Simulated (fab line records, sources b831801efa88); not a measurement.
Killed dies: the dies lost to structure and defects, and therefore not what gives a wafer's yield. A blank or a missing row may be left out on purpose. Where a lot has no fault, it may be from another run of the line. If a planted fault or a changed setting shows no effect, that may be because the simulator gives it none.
fab line records    flow sky130
[record] lots = 6  wafers = 18  lastDay = 50
route steps=708 shown METAL1@455 VIA1@458 PAD_OPEN@708
lots with no fault: from the same line, run without faults
startH: start of the lot's first displayed wafer, in hours after the record's first day    waitH: hours since the lot's step before    " identical to the entry in the row above    L1.1+2: one row covering several wafers at once    - value missing, or start not given    * or withheld: withheld    < > ~ a bound
route shown NAME@n: names a module that has steps shown in the file, with the first one's number in the route    usual: mean/standard deviation taken from wafers without a fault    same: alike in all rows    chamber/n: place in a boat    sites: each site's reading    _std_site: standard deviation of those values    _edge_site: the outer-site mean with the inner-site mean subtracted    radiusMm: for every site, how far away it sits from the centre of the wafer    mask NAME#n: copy n    behind: tool/chamber where the wafer was last shaped    hold: why the lot was held/for how many hours/how that ended    device: the transistor (n, p or np) that didn't switch    end of line: tests run on the same wafers once the route is complete    a step without rows: its recipe alone    killed: not the wafer's yield, but the dies lost to structure and defects at the first sort    map: the dies of a wafer, with x for killed, . for not killed, _ for no die there
set.NAME: setting as actually run; set.NAME@STEP: the setting as run at that earlier step    model.NAME: the simulator's own value behind a step, which no gauge read
lots seen at some steps along the route; tables by step, rows by wafer
services: from which hour (startH, from the record's first day; less than 0 if before it) a tool's chamber was out of use, for how many hours, and why
[[steps]]
[step SKY_METAL1_STRIP_21]
[recipe] chemistry = postEtchResidueRemover  timeS = 1200  tempC = 72.5
[step SKY_METAL1_CLEAN_22]
[recipe] chemistry = IPA  timeS = 180  tempC = 25
[step SKY_METAL1_CLEAN_23]
[recipe] chemistry = O3/DIW  dry = n2Spin
[step SKY_VIA1_HDPCVD_00]
[recipe] material = SiO2  targetThkNm = 1030  sigmaOpenFrac = 0.3  timeS = 171.7  tempC = 400  sih4FlowSccm = 60  pressureMtorr = 6
[step SKY_VIA1_THK_MEAS_01]
[recipe] reads = SiO2_of_VIA1_HDPCVD_00
[usual] VIA1_HDPCVD_THK = 1026/11
lot.wafer  tool          chamber  startH  waitH  VIA1_HDPCVD_THK[nm]
L659.2     filmMetro-01  -        758.84  0.1    1030
L659.3     "             -        "       "      1024
L659.4     "             -        "       "      1032
L660.1     filmMetro-02  -        763.12  0.1    1037
L660.2     "             -        "       "      1042
L660.6     "             -        "       "      1034
L662.1     filmMetro-02  -        784.00  0.1    1039
L662.3     "             -        "       "      1042
L662.4     "             -        "       "      1038
L670.1     filmMetro-02  -        846.17  0.1    1006
L670.4     "             -        "       "      1027
L670.5     "             -        "       "      1013
L671.1     filmMetro-01  -        854.60  0.1    1017
L671.4     "             -        "       "      1014
L671.5     "             -        "       "      1024
L681.2     filmMetro-03  -        936.62  0.1    1020
L681.3     "             -        "       "      1030
L681.5     "             -        "       "      1015
[step SKY_VIA1_CMP_02]
[recipe] material = SiO2  downForcePsi = 4  platenRpm = 60  padVelocityMS = 0.94248
[usual] headPressurePsi = 4.000/0.0086  motorCurrentA = 12.4/1.4
lot.wafer  tool    chamber  startH  waitH  headPressurePsi  motorCurrentA
L659.3     cmp-01  0        758.94  0.1    3.984            12.2
L659.2     "       1        "       "      4.016            11.0
L659.4     "       2        "       "      4.004            13.3
L660.1     cmp-02  2        763.23  0.1    4.009            12.1
L660.2     "       3        "       "      4.003            10.9
L660.6     "       1        "       "      3.995            11.5
L662.3     cmp-02  2        784.06  0.0    4.002            11.8
L662.1     "       3        "       "      4.001            12.1
L662.4     "       1        "       "      3.995            11.9
L670.4     cmp-02  2        846.28  0.1    4.000            11.0
L670.1     "       3        "       "      4.009            11.1
L670.5     "       2        "       "      4.012            11.3
L671.4     cmp-01  3        854.71  0.1    4.006            14.7
L671.1     "       0        "       "      4.005            11.7
L671.5     "       3        "       "      4.004            14.5
L681.2     cmp-02  3        936.73  0.1    3.978            11.5
L681.3     "       1        "       "      4.005            12.1
L681.5     "       2        "       "      3.990            11.5
[step SKY_VIA1_BOW_MEAS_03]
[recipe] mode = bow
[usual] VIA1_BOW = 82/7.6
lot.wafer  tool          chamber  startH  waitH  VIA1_BOW[um]
L659.2     filmMetro-03  -        759.21  0.2    86
L659.3     "             -        "       "      97
L659.4     "             -        "       "      96
L660.1     filmMetro-01  -        763.48  0.2    72
L660.2     "             -        "       "      78
L660.6     "             -        "       "      91
L662.1     filmMetro-02  -        784.36  0.2    85
L662.3     "             -        "       "      87
L662.4     "             -        "       "      84
L670.1     filmMetro-02  -        846.53  0.1    75
L670.4     "             -        "       "      77
L670.5     "             -        "       "      83
L671.1     filmMetro-02  -        854.96  0.1    79
L671.4     "             -        "       "      86
L671.5     "             -        "       "      89
L681.2     filmMetro-02  -        937.04  0.3    72
L681.3     "             -        "       "      91
L681.5     "             -        "       "      87
[step SKY_VIA1_DEHYDRATE_04]
[recipe] tempC = 200  timeS = 60
[step SKY_VIA1_HMDS_05]
[recipe] primeTimeS = 60  primeTempC = 120
[step SKY_VIA1_COAT_06]
[recipe] resist = BARC  tempC = withheld  timeS = withheld  spinRpm = 3000  resistThkNm = 60
[step SKY_VIA1_COAT_07]
[recipe] resist = KrF-thick  spinRpm = 3000  resistThkNm = 450
[step SKY_VIA1_SOFTBAKE_08]
[recipe] tempC = 100  timeS = 90  resist = KrF-thick
[step SKY_VIA1_EXPOSE_09]
[recipe] maskId = VIM  na = 0.8  sourceShape = annular  sigmaInner = 0.55  sigmaOuter = 0.85  targetCdNm = 150  doseMj = 38
lot.wafer   tool           chamber  startH  waitH  mask   model.VIA1.overlayXNm
L659.2+3+4  krfScanner-01  0        772.70  -      VIM#0  0.4722
L660.1+2+6  krfScanner-02  0        776.53  -      VIM#0  -0.7459
L662.1+3+4  krfScanner-02  0        797.46  -      VIM#0  60.3
L670.1+4+5  krfScanner-02  0        859.25  -      VIM#0  65.11
L671.1+4+5  krfScanner-01  0        868.13  -      VIM#0  -1.357
L681.2+3+5  krfScanner-01  0        950.11  -      VIM#0  0.3495
[step SKY_VIA1_PEB_10]
[recipe] pebTempC = withheld  pebTimeS = withheld  resist = KrF-thick
[step SKY_VIA1_DEVELOP_11]
[recipe] developTimeS = 60  resist = KrF-thick  devTempC = 21
[step SKY_VIA1_CD_MEAS_12]
[recipe] targetCdNm = 150
[usual] cdNm = 151.1/1.8
lot.wafer  tool      chamber  startH  waitH  cdNm
L659.2     cdSem-01  -        786.19  -      150.5
L659.3     "         -        "       "      151.6
L659.4     "         -        "       "      154.1
L660.1     cdSem-01  -        790.10  -      151.4
L660.2     "         -        "       "      149.0
L660.6     "         -        "       "      150.0
L662.1     cdSem-02  -        810.76  -      152.9
L662.3     "         -        "       "      150.8
L662.4     "         -        "       "      152.7
L670.1     cdSem-01  -        871.96  -      154.3
L670.4     "         -        "       "      153.2
L670.5     "         -        "       "      153.7
L671.1     cdSem-02  -        880.66  -      151.9
L671.4     "         -        "       "      150.8
L671.5     "         -        "       "      151.7
L681.2     cdSem-01  -        961.84  -      151.7
L681.3     "         -        "       "      151.9
L681.5     "         -        "       "      151.5
[step SKY_VIA1_OVL_MEAS_13]
[usual] VIA1_OVL = 0/4.6
lot.wafer  tool        chamber  startH  waitH  VIA1_OVL[nm]
L659.2     overlay-02  -        786.30  0.1    -2
L659.3     "           -        "       "      0
L659.4     "           -        "       "      2
L660.1     overlay-01  -        790.22  0.1    -5
L660.2     "           -        "       "      1
L660.6     "           -        "       "      -3
L662.1     overlay-01  -        810.88  0.1    67
L662.3     "           -        "       "      64
L662.4     "           -        "       "      67
L670.1     overlay-01  -        872.08  0.1    60
L670.4     "           -        "       "      62
L670.5     "           -        "       "      67
L671.1     overlay-02  -        880.78  0.1    3
L671.4     "           -        "       "      0
L671.5     "           -        "       "      0
L681.2     overlay-02  -        961.95  0.1    1
L681.3     "           -        "       "      -2
L681.5     "           -        "       "      2
[step SKY_VIA1_ETCH_14]
[recipe] chemistry = N2/H2  target = BARC  ionEnergyEv = 200  sourceW = 500  biasW = 100  pressureMtorr = 30  n2FlowSccm = 100  h2FlowSccm = 200  stopOn = SiO2  timeS = 45.9  targetDepthA = 600
[usual] drypumpMotorCurrentA = 5.8/0.41  oesProductAu = 0.854/0.0052  throttleValvePct = 13.225/0.0088
lot.wafer  tool        chamber  startH  waitH  drypumpMotorCurrentA  oesProductAu  rfHoursCounterH  throttleValvePct
L659.2     rieDiel-01  3        786.33  0.0    5.5                   0.854         29               13.228
L659.3     "           2        "       "      5.8                   0.862         8                13.232
L659.4     "           1        "       "      5.4                   0.851         15               13.228
L660.1     rieDiel-02  3        790.26  0.0    5.8                   0.853         41               13.211
L660.2     "           0        "       "      6.0                   0.851         3                13.225
L660.6     "           2        "       "      6.5                   0.846         -                13.223
L662.1     rieDiel-01  2        810.91  0.0    5.8                   0.850         8                13.223
L662.3     "           3        "       "      5.6                   0.854         30               13.221
L662.4     "           1        "       "      5.4                   0.844         15               13.218
L670.1     rieDiel-02  3        872.11  0.0    5.8                   0.851         2                13.232
L670.4     "           1        "       "      5.2                   0.856         8                13.227
L670.5     "           3        "       "      5.8                   0.852         -                13.229
L671.1     rieDiel-02  2        880.82  0.0    6.5                   0.853         28               13.227
L671.4     "           1        "       "      5.2                   0.860         9                13.236
L671.5     "           2        "       "      6.5                   0.853         -                13.236
L681.2     rieDiel-02  3        961.98  0.0    5.8                   0.858         5                13.225
L681.3     "           1        "       "      5.2                   0.856         11               13.221
L681.5     "           0        "       "      6.0                   0.861         -                13.239
[step SKY_PAD_OPEN_PROBE_99]
[usual] defectLimitedYield = 82.5/1.9  killed_at_M0_to_M3 = 43/6.7  killed_at_M4_up = 3.2/1.9  killedAtContacts = 24/5.9  killedAtFrontEnd = 15/4.1  killedAtOther = 0.3/0.56  killedDies = 86/9.5  killedOpen = 47/7.4  killedShort = 39/5.5  sort_bin_3_pad_short = 0.8/0.4  sort_bin_5_function = 10.4/1.4  sort_bin_6_memory = 6.2/1.2  sortNPass = 406/9.5  sortYieldPct = 82.5/1.9
[same] grossDies = 492  killedAtBackSide = 0  sort_bin_4_leakage[%] = 0  sort_bin_8_speed[%] = 0
lot.wafer  tool       chamber  startH   waitH  defectLimitedYield[%]  killed_at_M0_to_M3  killed_at_M4_up  killedAtContacts  killedAtFrontEnd  killedAtOther  killedDies  killedOpen  killedShort  sort_bin_3_pad_short[%]  sort_bin_5_function[%]  sort_bin_6_memory[%]  sortNPass  sortYieldPct[%]  model.etest.via1Chain.rcOhm
L659.2     prober-01  -        1070.57  0.1    79.7                   42                  3                40                15                0              100         58          42           1.2                      10.8                    8.3                   392        79.7             16.63
L659.3     prober-01  -        1070.62  0.2    82.1                   42                  5                28                13                0              88          48          40           0.8                      10.8                    6.3                   404        82.1             16.31
L659.4     prober-01  -        1070.67  0.2    82.5                   49                  0                30                7                 0              86          47          39           0.8                      10.8                    5.9                   406        82.5             15.47
L660.1     prober-02  -        1074.76  0.1    81.7                   40                  2                33                15                0              90          49          41           0.6                      12.4                    5.3                   402        81.7             15.2
L660.2     prober-02  -        1074.81  0.1    81.5                   48                  4                24                14                1              91          52          39           1.8                      11.2                    5.5                   401        81.5             16.91
L660.6     prober-02  -        1075.01  0.2    83.1                   36                  5                31                11                0              83          41          42           0.4                      10.8                    5.7                   409        83.1             16.04
L662.1     prober-02  -        1090.93  0.1    84.8                   39                  2                22                12                0              75          44          31           1.0                      9.8                     4.5                   417        84.8             19.14
L662.3     prober-02  -        1091.03  0.2    80.1                   60                  2                26                10                0              98          53          45           1.0                      12.6                    6.3                   394        80.1             18.23
L662.4     prober-02  -        1091.08  0.2    83.9                   29                  5                30                14                1              79          45          34           1.2                      8.7                     6.1                   413        83.9             17.76
L670.1     prober-02  -        1136.65  0.1    82.1                   32                  0                30                26                0              88          54          34           0.6                      11.6                    5.7                   404        82.1             17.25
L670.4     prober-02  -        1136.80  0.2    83.1                   31                  6                30                16                0              83          45          38           0.6                      10.8                    5.5                   409        83.1             18.36
L670.5     prober-02  -        1136.85  0.2    85.2                   32                  1                24                16                0              73          37          36           0.6                      9.8                     4.5                   419        85.2             17.86
L671.1     prober-01  -        1143.88  0.1    85.2                   39                  4                19                11                0              73          36          37           0.6                      8.9                     5.3                   419        85.2             15.48
L671.4     prober-01  -        1144.03  0.2    83.1                   36                  1                34                12                0              83          40          43           0.4                      10.6                    5.9                   409        83.1             17.52
L671.5     prober-01  -        1144.08  0.2    83.1                   45                  5                22                11                0              83          47          36           0.4                      11.2                    5.3                   409        83.1             15.58
L681.2     prober-01  -        1198.84  0.1    82.3                   43                  4                23                17                0              87          53          34           0.6                      12.8                    4.3                   405        82.3             16.37
L681.3     prober-01  -        1198.89  0.2    80.7                   58                  1                20                15                1              95          64          31           0.4                      10.4                    8.5                   397        80.7             17.23
L681.5     prober-01  -        1198.99  0.2    82.7                   35                  4                27                19                0              85          55          30           0.4                      9.6                     7.3                   407        82.7             17.27
// killed by level:class
L659.2 CONTACT:geometricParticle:open=18 METAL1:geometricParticle:short=8 LI_CONTACT:geometricParticle:open=7 CONTACT:geometricParticle:short=7 VIA1:geometricParticle:open=7 VIA2:geometricParticle:open=6 FIELD_ISO:geometricParticle:open=5 METAL2:geometricParticle:short=5
L659.3 CONTACT:geometricParticle:open=14 VIA2:geometricParticle:open=8 LI_CONTACT:geometricParticle:open=7 VIA1:geometricParticle:short=6 VIA1:geometricParticle:open=6 LI_CONTACT:geometricParticle:short=5 METAL2:geometricParticle:short=5 METAL4:geometricParticle:short=5
L659.4 CONTACT:geometricParticle:open=15 VIA1:geometricParticle:short=9 VIA1:geometricParticle:open=8 VIA2:geometricParticle:open=7 LI_CONTACT:geometricParticle:open=6 VIA3:geometricParticle:open=6 METAL1:geometricParticle:short=5 CONTACT:geometricParticle:short=5
L660.1 CONTACT:geometricParticle:open=14 LI_CONTACT:geometricParticle:open=10 VIA2:geometricParticle:open=8 VIA1:geometricParticle:open=7 METAL1:geometricParticle:short=6 VIA1:geometricParticle:short=5 POLY_GATE:geometricParticle:short=4 METAL2:geometricParticle:short=4
L660.2 VIA2:geometricParticle:open=14 CONTACT:geometricParticle:open=10 VIA1:geometricParticle:open=9 VIA3:geometricParticle:open=9 FIELD_ISO:geometricParticle:short=6 LI_CONTACT:geometricParticle:open=5 CONTACT:geometricParticle:short=5 VIA2:geometricParticle:short=5
L660.6 CONTACT:geometricParticle:open=14 VIA1:geometricParticle:open=9 VIA1:geometricParticle:short=7 METAL2:geometricParticle:short=6 LOCAL_INTERCONNECT:geometricParticle:short=5 CONTACT:geometricParticle:short=5 LI_CONTACT:geometricParticle:open=4 VIA3:geometricParticle:open=4
L662.1 VIA1:geometricParticle:open=11 LI_CONTACT:geometricParticle:open=8 LOCAL_INTERCONNECT:geometricParticle:short=6 FIELD_ISO:geometricParticle:open=5 VIA2:geometricParticle:open=5 VIA1:geometricParticle:short=5 VIA3:geometricParticle:open=5 LI_CONTACT:geometricParticle:short=3
L662.3 VIA1:geometricParticle:open=16 LI_CONTACT:geometricParticle:open=13 VIA3:geometricParticle:open=10 METAL1:geometricParticle:short=8 LOCAL_INTERCONNECT:geometricParticle:short=7 VIA2:geometricParticle:short=6 VIA2:geometricParticle:open=6 VIA1:geometricParticle:short=5
L662.4 LI_CONTACT:geometricParticle:open=12 VIA3:geometricParticle:open=8 LOCAL_INTERCONNECT:geometricParticle:short=7 CONTACT:geometricParticle:open=6 FIELD_ISO:geometricParticle:short=5 VIA1:geometricParticle:open=5 LI_CONTACT:geometricParticle:short=4 METAL4:geometricParticle:short=4
L670.1 CONTACT:geometricParticle:open=15 FIELD_ISO:geometricParticle:short=10 FIELD_ISO:geometricParticle:open=9 VIA1:geometricParticle:open=6 LI_CONTACT:geometricParticle:open=6 METAL1:geometricParticle:short=5 VIA3:geometricParticle:open=5 POLY_GATE:geometricParticle:open=4
L670.4 CONTACT:geometricParticle:open=13 METAL1:geometricParticle:short=10 FIELD_ISO:geometricParticle:open=7 VIA3:geometricParticle:open=6 FIELD_ISO:geometricParticle:short=5 LI_CONTACT:geometricParticle:open=5 LOCAL_INTERCONNECT:geometricParticle:short=5 VIA2:geometricParticle:open=4
L670.5 CONTACT:geometricParticle:open=10 VIA3:geometricParticle:open=8 FIELD_ISO:geometricParticle:short=5 FIELD_ISO:geometricParticle:open=4 LI_CONTACT:geometricParticle:short=4 VIA1:geometricParticle:short=4 VIA2:geometricParticle:short=4 VIA3:geometricParticle:short=4
L671.1 CONTACT:geometricParticle:open=8 METAL2:geometricParticle:short=7 VIA3:geometricParticle:open=7 METAL1:geometricParticle:short=6 LOCAL_INTERCONNECT:geometricParticle:short=5 VIA2:geometricParticle:open=5 FIELD_ISO:geometricParticle:open=4 VIA3:geometricParticle:short=4
L671.4 CONTACT:geometricParticle:open=10 CONTACT:geometricParticle:short=9 FIELD_ISO:geometricParticle:open=6 LOCAL_INTERCONNECT:geometricParticle:short=6 METAL2:geometricParticle:short=6 VIA2:geometricParticle:open=6 LI_CONTACT:geometricParticle:short=5 VIA1:geometricParticle:short=4
L671.5 CONTACT:geometricParticle:open=10 VIA2:geometricParticle:open=9 LI_CONTACT:geometricParticle:open=7 VIA3:geometricParticle:open=7 VIA1:geometricParticle:open=7 METAL2:geometricParticle:short=7 LOCAL_INTERCONNECT:geometricParticle:short=4 METAL4:geometricParticle:short=4
L681.2 VIA3:geometricParticle:open=10 CONTACT:geometricParticle:open=8 VIA1:geometricParticle:open=8 VIA2:geometricParticle:open=6 POLY_GATE:geometricParticle:open=5 LI_CONTACT:geometricParticle:open=5 FIELD_ISO:geometricParticle:open=4 FIELD_ISO:geometricParticle:short=4
L681.3 VIA1:geometricParticle:open=13 VIA2:geometricParticle:open=12 VIA3:geometricParticle:open=11 CONTACT:geometricParticle:open=10 METAL2:geometricParticle:short=6 SPACER:geometricParticle:short=4 FIELD_ISO:geometricParticle:open=3 FIELD_ISO:geometricParticle:short=3
L681.5 CONTACT:geometricParticle:open=12 VIA1:geometricParticle:open=10 FIELD_ISO:geometricParticle:open=9 LI_CONTACT:geometricParticle:open=8 VIA3:geometricParticle:open=5 CONTACT:geometricParticle:short=4 VIA1:geometricParticle:short=4 VIA2:geometricParticle:open=4
[[services]]
tool           chamber  startH  hours  kind
cmp-01         -        739.81  4.4    repair
rieDiel-01     -        742.96  0.5    repair
rieDiel-02     0        747.24  5.0    repair
krfScanner-01  -        763.27  0.8    pm
krfScanner-02  -        805.34  50.5   repair
krfScanner-02  -        812.69  4.3    repair
krfScanner-02  -        850.40  0.3    repair
krfScanner-02  -        855.82  0.8    pm
cmp-02         -        856.57  5.7    pm
krfScanner-01  -        856.57  3.6    pm
krfScanner-01  -        860.13  1.0    pm
krfScanner-02  -        861.13  1.0    pm
krfScanner-01  -        862.18  1.3    pm
krfScanner-02  -        863.80  0.6    repair
krfScanner-02  -        864.38  4.4    pm
krfScanner-02  -        868.77  4.4    pm
krfScanner-01  -        874.13  0.3    repair
krfScanner-02  -        875.46  4.0    pm
krfScanner-02  -        879.48  1.3    pm
cmp-02         -        910.91  1.6    repair
cmp-02         -        912.51  4.0    pm
rieDiel-02     1        924.99  16.3   repair
krfScanner-01  -        931.98  0.8    pm
cmp-02         -        938.62  0.6    repair
[[key]]
[firstSign] step = SKY_VIA1_OVL_MEAS_13  reading = VIA1_OVL  direction = up  sigmas = 14  usual = 0  struck = 64
effect none on later readings
[modelEffect] step = SKY_VIA1_EXPOSE_09  value = VIA1.overlayXNm  without = 5.195  struck = 62.71
[modelEffect] step = SKY_PAD_OPEN_PROBE_99  value = etest.via1Chain.rcOhm  without = 16.47  struck = 18.1
metAt SKY_VIA1_EXPOSE_09
struckWafers L662.1,L662.3,L662.4,L670.1,L670.4,L670.5
onsetBetween 776.53 797.46
[fault] kind = scannerMatchingOverlay  tool = krfScanner-02  chamber = -  onsetH = 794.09  steps = SKY_VIA1_EXPOSE_09  offset = 57.51
